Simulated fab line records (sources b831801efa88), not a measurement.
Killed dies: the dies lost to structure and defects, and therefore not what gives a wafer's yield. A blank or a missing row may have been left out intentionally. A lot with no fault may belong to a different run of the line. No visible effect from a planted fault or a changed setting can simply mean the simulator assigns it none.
Lot-split experiment :: flow gf180mcu :: route with 602 steps; 5 lots, 23 wafers read

## ON THE SPLIT
At GF_TOP_METAL_COAT_09 (resist thk 1500 nm), the setting resist-thk-nm was moved away from the recipe's 1500 nm on 4 of the 23 wafers read, by -2.7% to +1.5%. The other wafers ran this setting at the recipe's value.

## FROM THE SPLIT TO THE READING: what the file shows between them, 2 steps
- GF_TOP_METAL_SOFTBAKE_10: time 60 s
- GF_TOP_METAL_EXPOSE_11: exposes mask MetalTop, target cd 440 nm

## THE READING
NOVOLAK_of_TOP_METAL_COAT_09.thk-nm (the simulator's own value, which no gauge read), in nm, at GF_TOP_METAL_METAL_ETCH_16 (etches the open film in Cl2/BCl3, stops on SiO2, target depth 1077.5 nm, time 179.6 s). No usual value for it is given in the file. Across the 19 wafers here that went through the recipe, the average is 1069 nm and the standard deviation 10 nm.

wafer: L076.2
tool, chamber at the split: litho-track-03, 0
resist-thk-nm as run, nm: 1500
against the recipe: recipe
NOVOLAK_of_TOP_METAL_COAT_09.thk-nm, nm: 1083
against lot-mates on the recipe: -

wafer: L076.3
tool, chamber at the split: litho-track-03, 0
resist-thk-nm as run, nm: 1500
against the recipe: recipe
NOVOLAK_of_TOP_METAL_COAT_09.thk-nm, nm: 1074
against lot-mates on the recipe: -

wafer: L076.4
tool, chamber at the split: litho-track-03, 0
resist-thk-nm as run, nm: 1500
against the recipe: recipe
NOVOLAK_of_TOP_METAL_COAT_09.thk-nm, nm: 1063
against lot-mates on the recipe: -

wafer: L077.1
tool, chamber at the split: litho-track-03, 0
resist-thk-nm as run, nm: 1523
against the recipe: +1.5%
NOVOLAK_of_TOP_METAL_COAT_09.thk-nm, nm: 1107
against lot-mates on the recipe: +28

wafer: L077.2
tool, chamber at the split: litho-track-03, 0
resist-thk-nm as run, nm: 1500
against the recipe: recipe
NOVOLAK_of_TOP_METAL_COAT_09.thk-nm, nm: 1076
against lot-mates on the recipe: -

wafer: L077.3
tool, chamber at the split: litho-track-03, 0
resist-thk-nm as run, nm: 1500
against the recipe: recipe
NOVOLAK_of_TOP_METAL_COAT_09.thk-nm, nm: 1086
against lot-mates on the recipe: -

wafer: L077.4
tool, chamber at the split: litho-track-03, 0
resist-thk-nm as run, nm: 1500
against the recipe: recipe
NOVOLAK_of_TOP_METAL_COAT_09.thk-nm, nm: 1075
against lot-mates on the recipe: -

wafer: L077.5
tool, chamber at the split: litho-track-03, 0
resist-thk-nm as run, nm: 1523
against the recipe: +1.5%
NOVOLAK_of_TOP_METAL_COAT_09.thk-nm, nm: 1113
against lot-mates on the recipe: +34

wafer: L080.1
tool, chamber at the split: litho-track-04, 0
resist-thk-nm as run, nm: 1460
against the recipe: -2.7%
NOVOLAK_of_TOP_METAL_COAT_09.thk-nm, nm: 1017
against lot-mates on the recipe: -37

wafer: L080.2
tool, chamber at the split: litho-track-04, 0
resist-thk-nm as run, nm: 1460
against the recipe: -2.7%
NOVOLAK_of_TOP_METAL_COAT_09.thk-nm, nm: 1011
against lot-mates on the recipe: -43

wafer: L080.3
tool, chamber at the split: litho-track-04, 0
resist-thk-nm as run, nm: 1500
against the recipe: recipe
NOVOLAK_of_TOP_METAL_COAT_09.thk-nm, nm: 1060
against lot-mates on the recipe: -

wafer: L080.4
tool, chamber at the split: litho-track-04, 0
resist-thk-nm as run, nm: 1500
against the recipe: recipe
NOVOLAK_of_TOP_METAL_COAT_09.thk-nm, nm: 1050
against lot-mates on the recipe: -

wafer: L080.6
tool, chamber at the split: litho-track-04, 0
resist-thk-nm as run, nm: 1500
against the recipe: recipe
NOVOLAK_of_TOP_METAL_COAT_09.thk-nm, nm: 1052
against lot-mates on the recipe: -

wafer: L082.1
tool, chamber at the split: litho-track-04, 0
resist-thk-nm as run, nm: 1500
against the recipe: recipe
NOVOLAK_of_TOP_METAL_COAT_09.thk-nm, nm: 1068
against lot-mates on the recipe: -

wafer: L082.2
tool, chamber at the split: litho-track-04, 0
resist-thk-nm as run, nm: 1500
against the recipe: recipe
NOVOLAK_of_TOP_METAL_COAT_09.thk-nm, nm: 1072
against lot-mates on the recipe: -

wafer: L082.6
tool, chamber at the split: litho-track-04, 0
resist-thk-nm as run, nm: 1500
against the recipe: recipe
NOVOLAK_of_TOP_METAL_COAT_09.thk-nm, nm: 1072
against lot-mates on the recipe: -

wafer: L082.3
tool, chamber at the split: litho-track-04, 0
resist-thk-nm as run, nm: 1500
against the recipe: recipe
NOVOLAK_of_TOP_METAL_COAT_09.thk-nm, nm: 1065
against lot-mates on the recipe: -

wafer: L082.4
tool, chamber at the split: litho-track-04, 0
resist-thk-nm as run, nm: 1500
against the recipe: recipe
NOVOLAK_of_TOP_METAL_COAT_09.thk-nm, nm: 1073
against lot-mates on the recipe: -

wafer: L083.2
tool, chamber at the split: litho-track-01, 0
resist-thk-nm as run, nm: 1500
against the recipe: recipe
NOVOLAK_of_TOP_METAL_COAT_09.thk-nm, nm: 1064
against lot-mates on the recipe: -

wafer: L083.3
tool, chamber at the split: litho-track-01, 0
resist-thk-nm as run, nm: 1500
against the recipe: recipe
NOVOLAK_of_TOP_METAL_COAT_09.thk-nm, nm: 1057
against lot-mates on the recipe: -

wafer: L083.4
tool, chamber at the split: litho-track-01, 0
resist-thk-nm as run, nm: 1500
against the recipe: recipe
NOVOLAK_of_TOP_METAL_COAT_09.thk-nm, nm: 1082
against lot-mates on the recipe: -

wafer: L083.5
tool, chamber at the split: litho-track-01, 0
resist-thk-nm as run, nm: 1500
against the recipe: recipe
NOVOLAK_of_TOP_METAL_COAT_09.thk-nm, nm: 1058
against lot-mates on the recipe: -

wafer: L083.6
tool, chamber at the split: litho-track-01, 0
resist-thk-nm as run, nm: 1500
against the recipe: recipe
NOVOLAK_of_TOP_METAL_COAT_09.thk-nm, nm: 1083
against lot-mates on the recipe: -

FIT RESULTS
A straight line over all 23 wafers: NOVOLAK_of_TOP_METAL_COAT_09.thk-nm changes by +22.3 nm for each +1% of resist-thk-nm; r = +0.90; the points scatter about the line by 10 nm.
The same after taking each lot's own level away (the mean of its wafers on the recipe; 23 wafers): +16.4 nm for each +1%; r = +0.90; scatter 7.4 nm.
The reading moves by 44 nm for the largest change in resist-thk-nm, on that fit.
The span of the lots' own levels, 1054.0 to 1079.0 nm, comes to 2.4 times the standard deviation stated above.
So the lot-to-lot level changes the slope: the two fits differ.
Check: for one of the wafers moved furthest among these (-2.7%), held out of the fit, the line's prediction against its lot-mates is -46.8 nm. Against them it came out at -37 nm.

## OTHER SPLITS APPLIED TO THESE WAFERS
These wafers also went through other splits before the reading. Each is held against what the fit with the lots' levels taken away leaves over:
other split on the same wafers: GF_V4_ETCH_17 bias-w
wafers away from the commonest value: 6
r with NOVOLAK_of_TOP_METAL_COAT_09.thk-nm (lot level and that fit taken away): +0.04

other split on the same wafers: GF_V4_CVD_23 pressure-torr
wafers away from the commonest value: 10
r with NOVOLAK_of_TOP_METAL_COAT_09.thk-nm (lot level and that fit taken away): -0.03

other split on the same wafers: GF_MIM_SPUTTER_09 power-w
wafers away from the commonest value: 9
r with NOVOLAK_of_TOP_METAL_COAT_09.thk-nm (lot level and that fit taken away): -0.05

other split on the same wafers: GF_MIM_EXPOSE_16 dose-mj
wafers away from the commonest value: 9
r with NOVOLAK_of_TOP_METAL_COAT_09.thk-nm (lot level and that fit taken away): +0.16

other split on the same wafers: GF_V5_CMP_04 leave-above-ref-nm
wafers away from the commonest value: 4
r with NOVOLAK_of_TOP_METAL_COAT_09.thk-nm (lot level and that fit taken away): -0.13

other split on the same wafers: GF_V5_SOFTBAKE_10 time-s
wafers away from the commonest value: 7
r with NOVOLAK_of_TOP_METAL_COAT_09.thk-nm (lot level and that fit taken away): +0.11

other split on the same wafers: GF_V5_SPUTTER_21 time-s
wafers away from the commonest value: 10
r with NOVOLAK_of_TOP_METAL_COAT_09.thk-nm (lot level and that fit taken away): -0.26

## THE WHOLE CHAIN: every reading that the file lists as answering this split, in the file's order
step: GF_TOP_METAL_COAT_09
what it does: resist thk 1500 nm
reading: NOVOLAK_of_TOP_METAL_COAT_09.thk-nm (the simulator's own value, which no gauge read)
change (the file's fit): +15.4 nm for each +1% of the setting
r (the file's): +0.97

step: GF_TOP_METAL_METAL_ETCH_16
what it does: etches the open film in Cl2/BCl3, stops on SiO2, target depth 1077.5 nm, time 179.6 s
reading: NOVOLAK_of_TOP_METAL_COAT_09.thk-nm (the simulator's own value, which no gauge read)
change (the file's fit): +16.5 nm for each +1% of the setting
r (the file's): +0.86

step: GF_TOP_METAL_STRIP_17
what it does: strips in O2/N2
reading: strip-time-to-endpoint-s
change (the file's fit): withheld for each +1% of the setting
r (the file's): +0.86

## FILE'S OWN FIT
NOVOLAK_of_TOP_METAL_COAT_09.thk-nm changes by +16.5 nm for each +1% of resist-thk-nm, r = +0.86.
